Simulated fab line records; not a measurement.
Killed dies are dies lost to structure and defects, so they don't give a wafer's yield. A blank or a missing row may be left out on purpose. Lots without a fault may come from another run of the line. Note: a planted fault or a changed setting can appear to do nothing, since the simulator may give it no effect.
Split-lot experiment	flow sfqLine	27 wafers read from 5 lots, route of 325 steps

== ON THE SPLIT ==
At SFQ_TRILAYER_A5C_DEP_PECVD_142 (deposits SiO2 from SiH4/N2O, time 15.556 s, target thk 70 nm), the setting timeS was moved away from the recipe's 15.556 s on 9 of the 27 wafers read, by -22.1% to +36.2%. All remaining wafers had this setting at the recipe value.

== FROM THE SPLIT TO THE READING: what the file shows between them, 3 steps ==
- SFQ_TRILAYER_I5_LITHO_COAT_149: resist thk 62 nm
- SFQ_TRILAYER_I5_LITHO_COAT_144: resist thk 650 nm
- SFQ_TRILAYER_C5_BARC_OPEN_VIA_ETCH_210: etches BARC in O2, target depth 125 nm, time 41.7 s

== THE READING ==
oesProductAu, in a.u., at SFQ_TRILAYER_C5_ETCH_VIA_ETCH_154 (etches SiO2 in CHF3, stops on Nb, target depth 84 nm). Fault-free wafers of this fab line usually give 0.898 a.u., standard deviation 0.0088 a.u.

wafer	tool, chamber at the split	timeS as run, s	against the recipe	oesProductAu, a.u.	against lot-mates on the recipe
L077.1	pecvd-03, 2	15.556	recipe	0.894	-
L077.2	pecvd-03, 1	18.64	+19.8%	1.003	+0.099
L077.3	pecvd-03, 0	15.556	recipe	0.908	-
L077.4	pecvd-03, 1	15.556	recipe	0.909	-
L077.5	pecvd-03, 0	18.64	+19.8%	0.997	+0.093
L077.6	pecvd-03, 2	18.64	+19.8%	0.988	+0.084
L079.1	pecvd-02, 2	15.556	recipe	0.882	-
L079.2	pecvd-02, 1	15.556	recipe	0.892	-
L079.3	pecvd-02, 0	15.556	recipe	0.891	-
L079.4	pecvd-02, 1	15.556	recipe	0.903	-
L079.5	pecvd-02, 2	15.556	recipe	0.911	-
L079.6	pecvd-02, 0	15.556	recipe	0.892	-
L080.1	pecvd-01, 0	21.19	+36.2%	1.002	+0.101
L080.2	pecvd-01, 2	15.556	recipe	0.899	-
L080.3	pecvd-01, 1	21.19	+36.2%	0.995	+0.094
L080.4	pecvd-01, 2	21.19	+36.2%	1.021	+0.120
L080.5	pecvd-01, 1	15.556	recipe	0.903	-
L080.6	pecvd-01, 0	15.556	recipe	0.901	-
L081.1	pecvd-03, 2	12.12	-22.1%	0.782	-0.118
L081.2	pecvd-03, 0	15.556	recipe	0.898	-
L081.3	pecvd-03, 0	12.12	-22.1%	0.791	-0.109
L081.4	pecvd-03, 2	12.12	-22.1%	0.780	-0.120
L081.5	pecvd-03, 0	15.556	recipe	0.908	-
L081.6	pecvd-03, 2	15.556	recipe	0.894	-
L084.1	pecvd-03, 1	15.556	recipe	0.902	-
L084.2	pecvd-03, 2	15.556	recipe	0.890	-
L084.6	pecvd-03, 0	15.556	recipe	0.904	-

THE FIT
A straight line over all 27 wafers: oesProductAu changes by +0.00387 a.u. for each +1% of timeS; r = +0.96; the points scatter about the line by 0.018 a.u.
The same after taking each lot's own level away (the mean of its wafers on the recipe; 27 wafers): +0.00382 a.u. for each +1%; r = +0.96; scatter 0.018 a.u.
Per that fit: largest timeS move, reading shift of 0.14 a.u.
The lots' own levels span 0.8952 to 0.9037 a.u., that is 1.0 times the standard deviation above.
The two slopes agree, so the slope changes little with the lot-to-lot level.
Check: for one of the wafers moved furthest among these (+36.2%), held out of the fit, the line's prediction against its lot-mates is +0.141 a.u. It came out at +0.101 a.u. against them.

== ADDITIONAL SPLITS CARRIED BY THESE WAFERS ==
Note: prior to the reading, these wafers also went through further splits. Each is held against what the fit with the lots' levels taken away leaves over:
other split on the same wafers	wafers away from the commonest value	r with oesProductAu (lot level and that fit taken away)
SFQ_TRILAYER_JJ_TRILAYER_DEP_SPUTTER_110 timeS	9	-0.28
SFQ_TRILAYER_R5_BARC_OPEN_METAL_ETCH_177 timeS	12	-0.09

== THE WHOLE CHAIN: every reading that the file lists as answering this split, in the file's order ==
step	what it does	reading	change (the file's fit)	r (the file's)
SFQ_TRILAYER_A5C_DEP_PECVD_142	deposits SiO2 from SiH4/N2O, time 15.556 s, target thk 70 nm	SiO2_of_TRILAYER_A5C_DEP_PECVD_142.thkNm (the simulator's own value, which no gauge read)	+0.695 nm for each +1% of the setting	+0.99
SFQ_TRILAYER_C5_ETCH_VIA_ETCH_154	etches SiO2 in CHF3, stops on Nb, target depth 84 nm	oesProductAu	+0.00374 a.u. for each +1% of the setting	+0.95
SFQ_TRILAYER_C5_ETCH_VIA_ETCH_154	etches SiO2 in CHF3, stops on Nb, target depth 84 nm	etch.depthNm (the simulator's own value, which no gauge read)	+0.585 nm for each +1% of the setting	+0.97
SFQ_TRILAYER_C5_ETCH_VIA_ETCH_154	etches SiO2 in CHF3, stops on Nb, target depth 84 nm	C5.featureDepthNm (the simulator's own value, which no gauge read)	+0.509 nm for each +1% of the setting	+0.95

== FILE'S OWN FIT ==
oesProductAu changes by +0.00374 a.u. for each +1% of timeS, r = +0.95.
